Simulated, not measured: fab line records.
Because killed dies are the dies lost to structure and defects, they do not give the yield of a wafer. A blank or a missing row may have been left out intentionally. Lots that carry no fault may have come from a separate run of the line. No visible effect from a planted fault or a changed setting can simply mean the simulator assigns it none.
Check for tools in common    flow sky130    Sample size 14 lots and 42 wafers

REASON FOR OPENING
At SKY_VT_ADJUST_LVTN_OVL_MEAS_18 the reading VT_ADJUST_LVTN_01_OVL is flagged on 2 of 14 lots. Fault-free wafers read -0.3 nm, with a standard deviation of 1.3.
Rule: a lot is flagged in two cases, either no wafer of it has a number, or all its wafers with numbers fall more than 4 standard deviations from that mean. The other lots count as sound.

lot   measured      on          VT_ADJUST_LVTN_01_OVL (nm), wafer by wafer  flag
L438  day 8 02:37   overlay-01  0.2 -0.5 0.2                                
L437  day 8 03:57   overlay-02  -1.2 -0.5 0.9                               
L440  day 8 07:55   overlay-01  2.0 2.2 1.0                                 
L441  day 8 14:05   overlay-02  -3.1 -0.8 -0.9                              
L442  day 9 00:28   overlay-01  -0.3 1.3 -0.8                               
L443  day 9 10:46   overlay-02  0.0 1.0 0.7                                 
L444  day 9 20:36   overlay-01  -0.4 -1.8 0.1                               
L446  day 10 16:36  overlay-01  0.8 1.9 2.3                                 
L447  day 10 17:51  overlay-02  -1.9 -0.7 0.5                               
L450  day 11 19:26  overlay-01  -1.1 -0.5 0.1                               
L452  day 11 23:13  overlay-02  180.6 179.4 179.8                           FLAGGED
L456  day 13 04:23  overlay-02  179.0 180.3 180.8                           FLAGGED
L458  day 13 12:22  overlay-02  -0.1 1.2 0.2                                
L459  day 13 20:07  overlay-02  0.2 -0.5 0.2                                
On average the flagged lots read 180.0 nm, which is +180.3 nm against the usual, or +99 or more standard deviations.

WHICH TOOL EACH LOT WENT THROUGH
The record keeps 1 process step preceding the reading, out of 708 steps on the route. In each cell: the tool, then ch and the chambers that the sampled wafers went through, then the start.
lot   flag     SKY_VT_ADJUST_LVTN_EXPOSE_15
L438           ilineStepper-01 ch 0, day 7 16:50
L437           ilineStepper-02 ch 0, day 7 18:29
L440           ilineStepper-01 ch 0, day 7 23:07
L441           ilineStepper-01 ch 0, day 8 03:26
L442           ilineStepper-02 ch 0, day 8 14:40
L443           ilineStepper-02 ch 0, day 9 00:11
L444           ilineStepper-01 ch 0, day 9 09:55
L446           ilineStepper-02 ch 0, day 10 04:38
L447           ilineStepper-02 ch 0, day 10 06:27
L450           ilineStepper-01 ch 0, day 11 07:05
L452  FLAGGED  ilineStepper-01 ch 0, day 11 11:14
L456  FLAGGED  ilineStepper-01 ch 0, day 12 17:02
L458           ilineStepper-02 ch 0, day 13 00:06
L459           ilineStepper-02 ch 0, day 13 07:11
These steps, and what they do:
- SKY_VT_ADJUST_LVTN_EXPOSE_15: exposes mask HVN STD DERIVED, target cd 600 nm.
- SKY_VT_ADJUST_LVTN_OVL_MEAS_18

FLAGGED AGAINST TOTAL, ONE TOOL AT A TIME (gauges that did the reading follow at the end)
step                            tool             lots run  flagged  share of the flagged lots  sound lots run after its first flagged lot
SKY_VT_ADJUST_LVTN_EXPOSE_15    ilineStepper-01  7         2        all                        0
SKY_VT_ADJUST_LVTN_EXPOSE_15    ilineStepper-02  7         0        none                       -
SKY_VT_ADJUST_LVTN_OVL_MEAS_18  overlay-01       6         0        none                       -
SKY_VT_ADJUST_LVTN_OVL_MEAS_18  overlay-02       8         2        all                        2 (L458,L459)

THE TABLE: WHAT IT ALLOWS
2 rows of the table ran every flagged lot: ilineStepper-01 at SKY_VT_ADJUST_LVTN_EXPOSE_15, overlay-02 at SKY_VT_ADJUST_LVTN_OVL_MEAS_18.
- ilineStepper-01 at SKY_VT_ADJUST_LVTN_EXPOSE_15 ran 7 lots, 2 of them flagged. Its last sound lot is L450 (day 11 07:05), its first flagged lot L452 (day 11 11:14): a fault that began between those two fits.
- overlay-02 at SKY_VT_ADJUST_LVTN_OVL_MEAS_18 ran 8 lots, 2 of them flagged. Sound lots ran on it after the first flagged one (L458, L459), which a lasting fault on the whole tool wouldn't allow.
ilineStepper-01 at SKY_VT_ADJUST_LVTN_EXPOSE_15 is the single tool remaining.

WHAT WAS PUT IN BY THE SIMULATOR
Scanner matching overlay: ilineStepper-01, from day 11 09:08 on, at SKY_VT_ADJUST_LVTN_EXPOSE_15. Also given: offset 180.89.
Lots struck among those shown: L452, L456. This agrees with what the rule above found.
